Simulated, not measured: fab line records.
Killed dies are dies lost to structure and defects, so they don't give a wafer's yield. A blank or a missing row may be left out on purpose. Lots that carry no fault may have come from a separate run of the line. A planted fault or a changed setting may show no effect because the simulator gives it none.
Matching of chambers	flow gf180mcu	GF_V1_ETCH_17 on rie diel-04: 4 sister chambers
The step etches SiO2 in C4F8/O2/Ar, stops on TiN, target depth 630 nm. 14 wafers are shown with their chamber, then 7 later ones without.

## WAFERS WITH THEIR CHAMBER
wafer	chamber	oes product au (a.u.)	rf fwd power W (W)	bias w (W)
L653.3	1	0.859	1497	1192
L653.4	0	0.857	1498	1204
L653.5	2	0.856	1488	1202
L665.3	0	0.854	1502	1204
L665.4	1	0.859	1493	1199
L665.5	0	0.853	1495	1201
L668.1	1	0.857	1497	1196
L668.3	2	0.871	1497	1192
L668.6	1	0.857	1494	1200
L671.1	1	0.863	1491	1200
L671.2	3	0.857	1490	1201
L671.5	0	0.860	1497	1196
L673.2	1	0.854	1501	1206
L673.4	3	0.858	1494	1204

SIGNATURES (means of the wafers above)
reading	chamber 0	chamber 1	chamber 2	chamber 3	scatter within a chamber
oes product au	0.85600	0.85817	0.86350	0.85750	0.00433
rf fwd power W	1498.00	1495.50	1492.50	1492.00	3.71
bias w	1201.25	1198.83	1197.00	1202.50	4.54
Rule: for a wafer and a chamber, the distance is found by dividing, reading by reading, the gap between the wafer's reading and the chamber's mean by the reading's scatter, squaring, summing and taking the root. If the next closest chamber is less than 2 further off than the closest, the wafer can't be placed; otherwise it belongs to the closest. The scatter: take each reading less its chamber's mean, square it, sum over the shown wafers, divide by the number of wafers less the number of chambers, and take the root.

## WAFERS MISSING THEIR CHAMBER
wafer	oes product au (a.u.)	rf fwd power W (W)	bias w (W)
L673.5	0.856	1489	1203
L674.2	0.855	1490	1198
L674.3	0.863	1503	1193
L674.6	0.853	1501	1195
L675.2	0.843	1503	1202
L675.5	0.854	1501	1205
L675.6	0.852	1492	1203

## WHICH CHAMBER EACH ONE RAN IN
wafer	from the rows above	in truth
L673.5	can't be placed: 3 or 1 or 2 or 0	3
L674.2	can't be placed: 3 or 1 or 2 or 0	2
L674.3	can't be placed: 1 or 0 or 2 or 3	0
L674.6	can't be placed: 0 or 1 or 3 or 2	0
L675.2	can't be placed: 0 or 1 or 3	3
L675.5	can't be placed: 0 or 1 or 3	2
L675.6	can't be placed: 3 or 0 or 1 or 2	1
Correctly placed: 0 of 7. Unplaceable from these rows: 7, with the true chamber sitting among the candidates in 6. Placed wrongly: 0.
